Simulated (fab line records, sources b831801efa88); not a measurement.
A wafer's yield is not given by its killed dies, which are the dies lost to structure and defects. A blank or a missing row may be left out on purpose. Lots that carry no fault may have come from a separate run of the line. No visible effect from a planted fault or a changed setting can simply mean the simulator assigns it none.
Which tool was responsible? || flow sky130 || 11 lots with 33 wafers sampled at 4 steps, on a route of 708 steps

== WHAT EACH GAUGE READ, for each wafer ==
SKY_VIA4_THK_MEAS_01.
{"lot": "L753", "measured": "day 42 01:02", "on": "film-metro-01", "VIA4_HDPCVD_THK (nm)": "1741 1760 1744"}
{"lot": "L754", "measured": "day 42 08:10", "on": "film-metro-04", "VIA4_HDPCVD_THK (nm)": "1753 1770 1754"}
{"lot": "L756", "measured": "day 43 00:45", "on": "film-metro-04", "VIA4_HDPCVD_THK (nm)": "1753 1737 1729"}
{"lot": "L757", "measured": "day 43 09:41", "on": "film-metro-01", "VIA4_HDPCVD_THK (nm)": "1754 1738 1757"}
{"lot": "L758", "measured": "day 43 15:16", "on": "film-metro-04", "VIA4_HDPCVD_THK (nm)": "1730 1739 1741"}
{"lot": "L760", "measured": "day 44 01:27", "on": "film-metro-04", "VIA4_HDPCVD_THK (nm)": "1774 1747 1759"}
{"lot": "L762", "measured": "day 44 23:12", "on": "film-metro-04", "VIA4_HDPCVD_THK (nm)": "1776 1773 1749"}
{"lot": "L772", "measured": "day 47 07:56", "on": "film-metro-04", "VIA4_HDPCVD_THK (nm)": "2124 1769 1750 2123 1767 1751"}
{"lot": "L773", "measured": "day 47 11:20", "on": "film-metro-01", "VIA4_HDPCVD_THK (nm)": "1788 2147 1814 1787 2146 1812"}
{"lot": "L775", "measured": "day 48 05:29", "on": "film-metro-03", "VIA4_HDPCVD_THK (nm)": "1763 1748 1752"}
{"lot": "L776", "measured": "day 48 13:05", "on": "film-metro-01", "VIA4_HDPCVD_THK (nm)": "1752 1742 1759"}

== EACH LOT AND THE TOOL THAT RAN IT (in order: tool; ch and the chambers of the sampled wafers; start) ==
{"lot": "L753", "SKY_METAL4_SPUTTER_01": "pvd-sputter-02, day 39 20:15", "SKY_CAP2M_METAL_ETCH_13": "rie-metal-03 ch 0,1, day 40 22:08", "SKY_VIA4_HDPCVD_00": "hdpcvd-02 ch 0,1,2, day 42 00:55"}
{"lot": "L754", "SKY_METAL4_SPUTTER_01": "pvd-sputter-01, day 40 04:11", "SKY_CAP2M_METAL_ETCH_13": "rie-metal-04 ch 0,1, day 41 05:28", "SKY_VIA4_HDPCVD_00": "hdpcvd-02 ch 0,1,2, day 42 08:03"}
{"lot": "L756", "SKY_METAL4_SPUTTER_01": "pvd-sputter-03, day 40 21:18", "SKY_CAP2M_METAL_ETCH_13": "rie-metal-03 ch 0,1, day 41 22:13", "SKY_VIA4_HDPCVD_00": "hdpcvd-01 ch 0,2, day 43 00:32"}
{"lot": "L757", "SKY_METAL4_SPUTTER_01": "pvd-sputter-01, day 41 07:17", "SKY_CAP2M_METAL_ETCH_13": "rie-metal-01 ch 0,1, day 42 07:49", "SKY_VIA4_HDPCVD_00": "hdpcvd-01 ch 0,1,2, day 43 09:29"}
{"lot": "L758", "SKY_METAL4_SPUTTER_01": "pvd-sputter-01, day 41 12:53", "SKY_CAP2M_METAL_ETCH_13": "rie-metal-01 ch 0,1, day 42 13:37", "SKY_VIA4_HDPCVD_00": "hdpcvd-01 ch 0,1,2, day 43 15:05"}
{"lot": "L760", "SKY_METAL4_SPUTTER_01": "pvd-sputter-03, day 41 23:41", "SKY_CAP2M_METAL_ETCH_13": "rie-metal-03 ch 0,1, day 43 00:17", "SKY_VIA4_HDPCVD_00": "hdpcvd-01 ch 0,1, day 44 01:15"}
{"lot": "L762", "SKY_METAL4_SPUTTER_01": "pvd-sputter-03, day 42 23:34", "SKY_CAP2M_METAL_ETCH_13": "rie-metal-04 ch 0,1, day 43 22:52", "SKY_VIA4_HDPCVD_00": "hdpcvd-02 ch 0,1, day 44 23:01"}
{"lot": "L772", "SKY_METAL4_SPUTTER_01": "pvd-sputter-01, day 45 11:52", "SKY_CAP2M_METAL_ETCH_13": "rie-metal-03 ch 0,1, day 46 09:31", "SKY_VIA4_HDPCVD_00": "hdpcvd-02 ch 0,1,2, day 47 07:46"}
{"lot": "L773", "SKY_METAL4_SPUTTER_01": "pvd-sputter-03, day 45 14:56", "SKY_CAP2M_METAL_ETCH_13": "rie-metal-01 ch 0,1, day 46 12:31", "SKY_VIA4_HDPCVD_00": "hdpcvd-02 ch 0,1,2, day 47 11:09"}
{"lot": "L775", "SKY_METAL4_SPUTTER_01": "pvd-sputter-01, day 46 11:41", "SKY_CAP2M_METAL_ETCH_13": "rie-metal-04 ch 0, day 47 07:50", "SKY_VIA4_HDPCVD_00": "hdpcvd-01 ch 0,2, day 48 05:18"}
{"lot": "L776", "SKY_METAL4_SPUTTER_01": "pvd-sputter-02, day 46 19:33", "SKY_CAP2M_METAL_ETCH_13": "rie-metal-03 ch 0,1, day 47 16:07", "SKY_VIA4_HDPCVD_00": "hdpcvd-01 ch 0,1, day 48 12:55"}
- SKY_METAL4_SPUTTER_01: material TiN, target thk 20 nm, time 16.7 s.
- SKY_CAP2M_METAL_ETCH_13: etches TiN in Cl2/BCl3, stops on SiO2, target depth 220 nm, time 62.9 s.
- SKY_VIA4_HDPCVD_00: deposits SiO2, target thk 1750 nm, time 291.7 s.

== THE ANSWER, worked out from the rows above alone ==
Rule: the usual values come from the lots themselves. Put in order of their means at a reading, lots are off if they are a third of the lots or fewer, leave a main group of 4 or more, and stand apart from it by a gap of 3 or more times the standard deviation of the main group's means; of several such gaps the widest counts. A main group whose means are all the same, to the digits that the tables above print for the reading, isn't used. A lot without any number at a reading at which 4 lots or more have one is off too. The other lots that the step has rows for count as sound.
Off: L772, L773, seen at SKY_VIA4_THK_MEAS_01 (VIA4_HDPCVD_THK). The main group: mean 1752 nm, standard deviation 8.9.
If a tool, at a process step before that reading, ran all the lots that are off and no sound lot after the first of them, it fits. The gauges at SKY_VIA4_THK_MEAS_01 are tried like those tools. One fits: hdpcvd-02 at SKY_VIA4_HDPCVD_00. Its last sound lot is L762 (day 44 23:01), its first lot that is off L772 (day 47 07:46): a fault that began between those two fits.

== WHAT THE SIMULATOR PUT IN ==
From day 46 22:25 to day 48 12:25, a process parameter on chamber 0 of hdpcvd-02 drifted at SKY_VIA4_HDPCVD_00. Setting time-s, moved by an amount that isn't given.
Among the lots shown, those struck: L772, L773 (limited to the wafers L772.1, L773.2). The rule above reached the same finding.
